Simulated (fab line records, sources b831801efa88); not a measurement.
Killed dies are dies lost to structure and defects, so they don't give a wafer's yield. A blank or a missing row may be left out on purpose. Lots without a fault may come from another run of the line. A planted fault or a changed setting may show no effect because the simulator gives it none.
Problem report in the 8D (eight disciplines) form, filled by code | flow sfq_line | the parts of the form that need people (team, actions taken, sign-off) are left out

1. THE PROBLEM
M6_NB_RS at SFQ_M6_RS_MEAS_938 reads a mean of 1.089 ohm/sq on 1 wafer of 1 lot; wafers without a fault read 0.893 ohm/sq with a standard deviation of 0.0097. That is +20 standard deviations from the usual mean.
The step: measures by four-point-probe.
First seen on wafer L194.3, day 63 13:34, on film_metro-03. The record holds 39 wafers of 13 lots with a number at this step. Rule for "out", or "out of limits": more than 4 standard deviations from the usual mean. The other wafers with a number count as sound.

2. WHAT IT IS AND WHAT IT IS NOT
question                    | is                | is not
which readings at this step | M6_NB_RS          | -
which lots                  | L194              | L173, L174, L176, L177, L179, L181, L182, L185, L186, L190, L192, L196
which wafers of those lots  | L194.3            | L194.1, L194.6
read on which gauges        | film_metro-03     | film_metro-02, film_metro-04
when                        | from day 63 13:34 | up to then (35 sound wafers); but 3 sound wafers of L196 came after

3. SUSPECTS, AND WHAT RULES EACH OUT
Counting: a tool at a process step up to the reading stays a suspect if it ran every lot that is out. Sound lots after the first of them don't rule it out here, since some wafers of a struck lot are sound.
- the gauge at SFQ_M6_RS_MEAS_938: ruled out. All the wafers that are out were read on film_metro-03, but those of them that SFQ_TRILAYER_M6_DEP_SPUTTER_157 has rows for are out there too, on other tools.
- pvd_sputter-03 at SFQ_TRILAYER_M6_DEP_SPUTTER_157 (material Nb, target thk 200 nm, time 133.3 s): kept. It ran the lot that is out, L194 (day 63 13:29); its last sound lot up to then is L192 (day 62 15:57). Its own readings are out on those wafers: cathode_dc_power_W.
Left after counting: pvd_sputter-03 at SFQ_TRILAYER_M6_DEP_SPUTTER_157.

4. THE CAUSE (what the simulator had put in)
Process parameter drift: pvd_sputter-03, from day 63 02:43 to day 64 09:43, at SFQ_TRILAYER_M6_DEP_SPUTTER_157. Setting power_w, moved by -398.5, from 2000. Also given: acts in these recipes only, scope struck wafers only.
Counting left only this tool.

5. THE CHAIN OF EFFECTS, in route order
Each row: a reading whose mean over the struck wafers that have a number lies more than 3 standard deviations from the usual. Only readings for which the record gives a usual standard deviation are gone through. hours: the time from each lot's start at the first step in this table that gives one to its start at this step, as a median over the lots. sigmas: the change in usual standard deviations.
hours | step                                | reading            | usual        | on struck wafers | change | sigmas
0     | SFQ_TRILAYER_M6_DEP_SPUTTER_157     | cathode_dc_power_W | 2000.0 W     | 1601.2           | -398.8 | -99 or more
0     | SFQ_M6_RS_MEAS_938                  | M6_NB_RS           | 0.893 ohm/sq | 1.089            | +0.196 | +20
11    | SFQ_TRILAYER_M6_ETCH_METAL_ETCH_162 | oes_product_au     | 0.892 a.u.   | 0.806            | -0.086 | -11
The process steps in it:
- SFQ_TRILAYER_M6_DEP_SPUTTER_157: material Nb, target thk 200 nm, time 133.3 s.
- SFQ_TRILAYER_M6_ETCH_METAL_ETCH_162: etches Nb in Cl2/Ar, stops on SiO2, target depth 240 nm, time 120 s.

6. WHAT WOULD HAVE CAUGHT IT SOONER
In this record the first reading out of limits at a measuring or inspecting step was taken at day 63 13:34, 11 hours after the fault began at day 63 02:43.
The tool's own readings at SFQ_TRILAYER_M6_DEP_SPUTTER_157 were out on every struck wafer that the step has a row for (cathode_dc_power_W): an alarm limit on them would have fired on the first of those.
All the lots that are out (1) had begun SFQ_TRILAYER_M6_DEP_SPUTTER_157 on pvd_sputter-03 by day 63 13:34. A hold on the tool at that time would have spared none of them.
